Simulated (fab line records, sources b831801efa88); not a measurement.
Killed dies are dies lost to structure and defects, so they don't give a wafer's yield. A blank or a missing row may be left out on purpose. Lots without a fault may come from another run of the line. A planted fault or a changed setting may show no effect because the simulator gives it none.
Chamber matching | flow sky130 | SKY_VIA4_ETCH_12 on rie_diel-02: 4 sister chambers
The step etches SiO2 in C4F8/O2/Ar, stops on TiN, target depth 580 nm. 4 wafers are shown with their chamber, then 11 later ones without.

WAFERS WITH THEIR CHAMBER
wafer  | chamber | oes_product_au (a.u.)
L084.4 | 2       | 0.918
L087.1 | 3       | 0.926
L087.2 | 0       | 0.921
L088.1 | 1       | 0.931

WAFERS WITHOUT THEIR CHAMBER
wafer  | oes_product_au (a.u.)
L088.2 | 0.923
L088.5 | 0.924
L090.1 | 0.938
L090.2 | 0.929
L090.3 | 0.925
L095.2 | 0.931
L095.3 | 0.921
L095.6 | 0.920
L096.1 | 0.929
L096.3 | 0.932
L096.5 | 0.932

WHICH CHAMBER EACH WENT THROUGH
wafer  | from the rows above               | in truth
L088.2 | can't be placed: 0 or 3 or 2      | 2
L088.5 | can't be placed: 3 or 0 or 2 or 1 | 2
L090.1 | can't be placed: 1 or 3           | 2
L090.2 | can't be placed: 1 or 3           | 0
L090.3 | can't be placed: 3 or 0 or 1      | 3
L095.2 | can't be placed: 1 or 3           | 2
L095.3 | can't be placed: 0 or 2 or 3      | 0
L095.6 | can't be placed: 0 or 2 or 3      | 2
L096.1 | can't be placed: 1 or 3           | 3
L096.3 | can't be placed: 1 or 3           | 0
L096.5 | can't be placed: 1 or 3           | 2
Placed correctly: 0 of 11. Can't be placed from these rows: 11 (the true chamber is among the candidates in 6). Placed wrongly: 0.
How it was worked out, from the rows above alone: a wafer's distance from a chamber is the root of the sum, over the readings, of the square of ((its reading less the chamber's mean) divided by the reading's scatter). The wafer belongs to the nearest chamber; if the next one is less than 2 further off, it can't be placed. A chamber's mean is the mean of its shown wafers. The scatter: with one shown wafer a chamber, the root of the mean of the squares of how far each hidden wafer lies from its nearest shown one.
